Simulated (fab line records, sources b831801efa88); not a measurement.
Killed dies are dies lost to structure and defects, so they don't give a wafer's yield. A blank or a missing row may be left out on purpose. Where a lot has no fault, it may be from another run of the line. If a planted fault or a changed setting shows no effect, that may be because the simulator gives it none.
A lot that was struck, set against a sound lot -- flow gf180mcu -- 21 steps out of a route of 602
Sound: wafers L767.1, L767.2, L767.3. Wafers L772.2, L772.3, L772.5 were the ones struck. The cause is given at the end.
Per side, at each step with rows, come the tool, then ch with its chambers, and then its first start. Under that, the readings that differ: sound wafers -- struck wafers -- difference of the means -- sigmas: that difference in standard deviations of wafers without a fault.
alike: words and numbers the same on both sides, and readings whose means are apart by under 2 such deviations; not compared: readings that were withheld, readings missing a value for some wafer, numbers with overlapping values and no deviation given by the record, and bounds like >300 which may hide the same value.
The two part at a step that has a row with sigmas, a row that says differs or no value, or rows on one side only. When numbers do not overlap yet have no deviation, they are printed without sigmas and do not part them. A reading that every wafer of one side lacks parts them only if that side has two wafers or more.

first, 6 steps without rows for these wafers: GF_DNWELL_COAT_02 (resist thk 3000 nm); GF_DNWELL_SOFTBAKE_03; GF_DNWELL_EXPOSE_04 (exposes mask DNWELL, target cd 1700 nm); GF_DNWELL_PEB_05; GF_DNWELL_DEVELOP_06 (develop time 60 s); GF_DNWELL_IMPLANT_07.
GF_DNWELL_STRIP_08: strips in O2/N2.
  sound on plasma_asher-03 ch 0,1, day 3 00:02; struck on plasma_asher-01 ch 0,1, day 4 00:56
  alike: drypump_motor_current_A, heater_power_w, oes_product_au, strip_time_to_endpoint_s
  not compared: rf_hours_counter_h
GF_DNWELL_TW_MEAS_09:
  sound: film_metro-04 at day 3 00:08; struck: film_metro-03 at day 4 01:03
  alike: DNWELL_TW
then, 4 steps without rows for these wafers: GF_NWELL_DEHYDRATE_00 (time 60 s); GF_NWELL_HMDS_01 (prime time 60 s); GF_NWELL_COAT_02 (resist thk 3000 nm); GF_NWELL_SOFTBAKE_03.
GF_NWELL_EXPOSE_04: exposes mask Nwell, target cd 860 nm.
  sound on iline_stepper-02 ch 0, day 3 06:14; struck on iline_stepper-02 ch 0, day 4 07:11
reading,sound,struck,difference,sigmas
mask,Nwell#0 Nwell#0 Nwell#0,DNWELL#0 DNWELL#0 DNWELL#0,differs,
  alike: focus_offset_nm, stage_vel_mm_s
then, 2 steps without rows for these wafers: GF_NWELL_PEB_05; GF_NWELL_DEVELOP_06 (develop time 60 s).
GF_NWELL_OVL_MEAS_07:
  sound: overlay-01 at day 3 12:39; struck: overlay-02 at day 4 13:39
reading,sound,struck,difference,sigmas
NWELL_OVL (nm),2.4 -0.2 -1.2,- - -,no value on the struck wafers,
then, 2 steps without rows for these wafers: GF_NWELL_IMPLANT_08; GF_NWELL_IMPLANT_09.
GF_NWELL_STRIP_10: strips in O2/N2.
  sound on plasma_asher-04 ch 0,1, day 3 12:59; struck on plasma_asher-02 ch 0,1, day 4 13:59
  alike: drypump_motor_current_A, heater_power_w, oes_product_au, strip_time_to_endpoint_s
  not compared: rf_hours_counter_h
GF_NWELL_TW_MEAS_11:
  sound: film_metro-03 at day 3 13:12; struck: film_metro-03 at day 4 14:05
reading,sound,struck,difference,sigmas
NWELL_TW,1558 1563 1559,30 30 30,-1530,-99 or more
then, 1 step without rows for these wafers: GF_LVPWELL_DEHYDRATE_00 (time 60 s).

## WHERE THEY PART
At GF_NWELL_EXPOSE_04 first; at GF_NWELL_TW_MEAS_11 last (within this record only).

WHY: what had been put in by the simulator
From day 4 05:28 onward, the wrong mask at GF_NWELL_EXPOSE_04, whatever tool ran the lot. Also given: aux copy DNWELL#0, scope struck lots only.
